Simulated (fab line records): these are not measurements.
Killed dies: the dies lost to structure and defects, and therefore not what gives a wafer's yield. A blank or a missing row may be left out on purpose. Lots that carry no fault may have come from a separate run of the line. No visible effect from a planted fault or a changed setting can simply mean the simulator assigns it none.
Which tool did it? + flow sky130 + 6 lots with 18 wafers sampled at 4 steps, on a route of 708 steps

WHAT THE GAUGES READ, wafer by wafer
SKY_VT_ADJUST_NCORE_OVL_MEAS_08.
| lot  | measured     | on         | VT_ADJUST_NCORE_OVL (nm) |
|------|--------------|------------|--------------------------|
| L521 | day 9 00:02  | overlay-01 | -1.3 -2.5 1.0            |
| L524 | day 9 12:20  | overlay-02 | -1.0 -0.4 -0.5           |
| L527 | day 10 10:44 | overlay-01 | 0.4 -1.1 1.2             |
| L529 | day 11 05:42 | overlay-02 | 236.1 236.5 236.1        |
| L531 | day 11 19:56 | overlay-01 | 237.1 234.8 237.6        |
| L538 | day 13 15:10 | overlay-02 | -0.7 0.8 -0.8            |

WHAT TOOL EACH LOT RAN ON (gives the tool, then ch and the chambers of the sampled wafers, and finally the start)
| lot  | SKY_FIELD_ISO_ETCH_17           | SKY_VT_ADJUST_LVTN_STRIP_09          | SKY_VT_ADJUST_NCORE_EXPOSE_04       |
|------|---------------------------------|--------------------------------------|-------------------------------------|
| L521 | rie_si-01 ch 0,2,3, day 2 12:45 | plasma_asher-03 ch 0,1, day 7 07:24  | iline_stepper-01 ch 0, day 8 14:05  |
| L524 | rie_si-01 ch 1,2, day 3 02:00   | plasma_asher-03 ch 0,1, day 7 20:12  | iline_stepper-01 ch 0, day 9 02:38  |
| L527 | rie_si-01 ch 1,2,3, day 3 17:02 | plasma_asher-04 ch 1, day 8 16:30    | iline_stepper-01 ch 0, day 10 00:02 |
| L529 | rie_si-01 ch 0,1,2, day 4 06:10 | plasma_asher-03 ch 0,1, day 9 08:12  | iline_stepper-01 ch 0, day 10 17:50 |
| L531 | rie_si-02 ch 0,1,2, day 4 16:59 | plasma_asher-04 ch 0,1, day 9 22:48  | iline_stepper-01 ch 0, day 11 08:47 |
| L538 | rie_si-02 ch 0,2,3, day 6 03:05 | plasma_asher-03 ch 0,1, day 11 14:04 | iline_stepper-02 ch 0, day 13 02:11 |
- SKY_FIELD_ISO_ETCH_17: etches Si in HBr/Cl2/O2, target depth 342 nm, time 97.7 s.
- SKY_VT_ADJUST_LVTN_STRIP_09: strips in O2/N2.
- SKY_VT_ADJUST_NCORE_EXPOSE_04: exposes mask LVTN COMPLEMENT THIN, target cd 380 nm.

THE ANSWER, worked out from the rows above alone
Rule: usual is defined by the lots themselves. The widest of any qualifying gaps counts: lots, ordered by their means at a reading, are off when they make up no more than a third of the lots, leave a main group of 4 or more, and stand apart from it by 3 or more times the standard deviation of that group's means. A main group whose means are all the same, to the digits that the tables above print for the reading, isn't used. Also off: a lot with no number at a reading for which 4 or more lots have one. Where the step has rows for the other lots, those lots are counted as sound.
Off: L529, L531, seen at SKY_VT_ADJUST_NCORE_OVL_MEAS_08 (VT_ADJUST_NCORE_OVL). Main group: mean -0.4 nm, sd 0.41.
A tool fits if, at a process step before that reading, it ran every lot that is off, and no sound lot after the first of them. Those tools and the gauges at SKY_VT_ADJUST_NCORE_OVL_MEAS_08 are tried in the same way. One candidate fits, namely iline_stepper-01 at SKY_VT_ADJUST_NCORE_EXPOSE_04. Its last sound lot is L527 (day 10 00:02), its first lot that is off L529 (day 10 17:50): a fault that began between those two fits.

WHAT THE SIMULATOR PUT IN
Scanner matching overlay: iline_stepper-01, from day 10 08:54 on, at SKY_VT_ADJUST_NCORE_EXPOSE_04. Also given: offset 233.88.
Lots struck among those shown: L529, L531. The rule given above showed the same thing.
